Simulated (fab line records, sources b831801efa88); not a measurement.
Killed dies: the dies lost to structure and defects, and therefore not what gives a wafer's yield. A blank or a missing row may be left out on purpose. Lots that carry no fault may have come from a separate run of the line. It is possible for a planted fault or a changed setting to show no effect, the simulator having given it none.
Lot-split experiment :: flow sky130 :: on a route of 708 steps: 5 lots, 23 wafers read

## ABOUT THE SPLIT
At SKY_VIA3_SPUTTER_20 (material TiN, target thk 20 nm, time 80 s), the setting power_w was moved away from the recipe's 4000 W on 5 of the 23 wafers read, by -9.2% to -7.6%. All remaining wafers had this setting at the recipe value.

The split's own step is where the reading is taken.

## THE READING
TiN_of_VIA3_SPUTTER_20.thk_nm (the simulator's own value, which no gauge read), in nm, at SKY_VIA3_SPUTTER_20 (material TiN, target thk 20 nm, time 80 s). The file does not state a usual value for it. Average 19.95 nm, standard deviation 0.18 nm, over the 18 wafers here run with the recipe.

wafer: L078.2
tool, chamber at the split: pvd_sputter-01, -
power_w as run, W: 4000
against the recipe: recipe
TiN_of_VIA3_SPUTTER_20.thk_nm, nm: 20.02
against lot-mates on the recipe: -

wafer: L078.3
tool, chamber at the split: pvd_sputter-01, -
power_w as run, W: 4000
against the recipe: recipe
TiN_of_VIA3_SPUTTER_20.thk_nm, nm: 19.89
against lot-mates on the recipe: -

wafer: L078.6
tool, chamber at the split: pvd_sputter-01, -
power_w as run, W: 4000
against the recipe: recipe
TiN_of_VIA3_SPUTTER_20.thk_nm, nm: 19.92
against lot-mates on the recipe: -

wafer: L079.1
tool, chamber at the split: pvd_sputter-01, -
power_w as run, W: 4000
against the recipe: recipe
TiN_of_VIA3_SPUTTER_20.thk_nm, nm: 20.1
against lot-mates on the recipe: -

wafer: L079.2
tool, chamber at the split: pvd_sputter-01, -
power_w as run, W: 4000
against the recipe: recipe
TiN_of_VIA3_SPUTTER_20.thk_nm, nm: 20
against lot-mates on the recipe: -

wafer: L079.4
tool, chamber at the split: pvd_sputter-01, -
power_w as run, W: 4000
against the recipe: recipe
TiN_of_VIA3_SPUTTER_20.thk_nm, nm: 20.01
against lot-mates on the recipe: -

wafer: L079.5
tool, chamber at the split: pvd_sputter-01, -
power_w as run, W: 4000
against the recipe: recipe
TiN_of_VIA3_SPUTTER_20.thk_nm, nm: 20.28
against lot-mates on the recipe: -

wafer: L079.6
tool, chamber at the split: pvd_sputter-01, -
power_w as run, W: 4000
against the recipe: recipe
TiN_of_VIA3_SPUTTER_20.thk_nm, nm: 20.18
against lot-mates on the recipe: -

wafer: L080.1
tool, chamber at the split: pvd_sputter-03, -
power_w as run, W: 4000
against the recipe: recipe
TiN_of_VIA3_SPUTTER_20.thk_nm, nm: 19.75
against lot-mates on the recipe: -

wafer: L080.2
tool, chamber at the split: pvd_sputter-03, -
power_w as run, W: 4000
against the recipe: recipe
TiN_of_VIA3_SPUTTER_20.thk_nm, nm: 19.77
against lot-mates on the recipe: -

wafer: L080.4
tool, chamber at the split: pvd_sputter-03, -
power_w as run, W: 4000
against the recipe: recipe
TiN_of_VIA3_SPUTTER_20.thk_nm, nm: 20.22
against lot-mates on the recipe: -

wafer: L080.5
tool, chamber at the split: pvd_sputter-03, -
power_w as run, W: 4000
against the recipe: recipe
TiN_of_VIA3_SPUTTER_20.thk_nm, nm: 19.85
against lot-mates on the recipe: -

wafer: L080.6
tool, chamber at the split: pvd_sputter-03, -
power_w as run, W: 4000
against the recipe: recipe
TiN_of_VIA3_SPUTTER_20.thk_nm, nm: 20.18
against lot-mates on the recipe: -

wafer: L081.1
tool, chamber at the split: pvd_sputter-01, -
power_w as run, W: 3634
against the recipe: -9.2%
TiN_of_VIA3_SPUTTER_20.thk_nm, nm: 18.02
against lot-mates on the recipe: -1.78

wafer: L081.2
tool, chamber at the split: pvd_sputter-01, -
power_w as run, W: 4000
against the recipe: recipe
TiN_of_VIA3_SPUTTER_20.thk_nm, nm: 19.93
against lot-mates on the recipe: -

wafer: L081.3
tool, chamber at the split: pvd_sputter-01, -
power_w as run, W: 4000
against the recipe: recipe
TiN_of_VIA3_SPUTTER_20.thk_nm, nm: 19.76
against lot-mates on the recipe: -

wafer: L081.4
tool, chamber at the split: pvd_sputter-01, -
power_w as run, W: 3634
against the recipe: -9.2%
TiN_of_VIA3_SPUTTER_20.thk_nm, nm: 17.75
against lot-mates on the recipe: -2.05

wafer: L081.5
tool, chamber at the split: pvd_sputter-01, -
power_w as run, W: 4000
against the recipe: recipe
TiN_of_VIA3_SPUTTER_20.thk_nm, nm: 19.71
against lot-mates on the recipe: -

wafer: L085.1
tool, chamber at the split: pvd_sputter-04, -
power_w as run, W: 4000
against the recipe: recipe
TiN_of_VIA3_SPUTTER_20.thk_nm, nm: 19.65
against lot-mates on the recipe: -

wafer: L085.2
tool, chamber at the split: pvd_sputter-04, -
power_w as run, W: 3697
against the recipe: -7.6%
TiN_of_VIA3_SPUTTER_20.thk_nm, nm: 18.45
against lot-mates on the recipe: -1.29

wafer: L085.3
tool, chamber at the split: pvd_sputter-04, -
power_w as run, W: 4000
against the recipe: recipe
TiN_of_VIA3_SPUTTER_20.thk_nm, nm: 19.84
against lot-mates on the recipe: -

wafer: L085.4
tool, chamber at the split: pvd_sputter-04, -
power_w as run, W: 3697
against the recipe: -7.6%
TiN_of_VIA3_SPUTTER_20.thk_nm, nm: 18.23
against lot-mates on the recipe: -1.51

wafer: L085.5
tool, chamber at the split: pvd_sputter-04, -
power_w as run, W: 3697
against the recipe: -7.6%
TiN_of_VIA3_SPUTTER_20.thk_nm, nm: 18.39
against lot-mates on the recipe: -1.35

THE FIT
A straight line over all 23 wafers: TiN_of_VIA3_SPUTTER_20.thk_nm changes by +0.218 nm for each +1% of power_w; r = +0.97; the points scatter about the line by 0.18 nm.
The same after taking each lot's own level away (the mean of its wafers on the recipe; 23 wafers): +0.196 nm for each +1%; r = +0.98; scatter 0.14 nm.
That fit puts the effect of the largest move of power_w on the reading at 1.8 nm.
The span of the lots' own levels, 19.745 to 20.114 nm, comes to 2.0 times the standard deviation stated above.
So the lot-to-lot level changes the slope: the two fits differ.
Check: with one of the wafers moved furthest among these (-9.2%) left out of the fit, the line predicts -1.8 nm for it against its lot-mates. Against them it came out at -1.78 nm.

## OTHER SPLITS APPLIED TO THESE WAFERS
Other splits were also applied to these wafers ahead of the reading. Each is held against what the fit with the lots' levels taken away leaves over:
other split on the same wafers: SKY_VIA2_ETCH_14 bias_w
wafers away from the commonest value: 7
r with TiN_of_VIA3_SPUTTER_20.thk_nm (lot level and that fit taken away): +0.39

other split on the same wafers: SKY_VIA2_CMP_24 t_overpolish_s
wafers away from the commonest value: 10
r with TiN_of_VIA3_SPUTTER_20.thk_nm (lot level and that fit taken away): -0.13

other split on the same wafers: SKY_CAPM_DEVELOP_11 dev_temp_c
wafers away from the commonest value: 9
r with TiN_of_VIA3_SPUTTER_20.thk_nm (lot level and that fit taken away): +0.03

other split on the same wafers: SKY_METAL3_COAT_08 resist_thk_nm
wafers away from the commonest value: 7
r with TiN_of_VIA3_SPUTTER_20.thk_nm (lot level and that fit taken away): -0.15

other split on the same wafers: SKY_METAL3_ETCH_16 bias_w
wafers away from the commonest value: 6
r with TiN_of_VIA3_SPUTTER_20.thk_nm (lot level and that fit taken away): +0.13

other split on the same wafers: SKY_VIA3_HDPCVD_00 time_s
wafers away from the commonest value: 10
r with TiN_of_VIA3_SPUTTER_20.thk_nm (lot level and that fit taken away): -0.23

other split on the same wafers: SKY_VIA3_ETCH_14 time_s
wafers away from the commonest value: 5
r with TiN_of_VIA3_SPUTTER_20.thk_nm (lot level and that fit taken away): +0.41

## THE FILE'S OWN FIT
TiN_of_VIA3_SPUTTER_20.thk_nm changes by +0.198 nm for each +1% of power_w, r = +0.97.
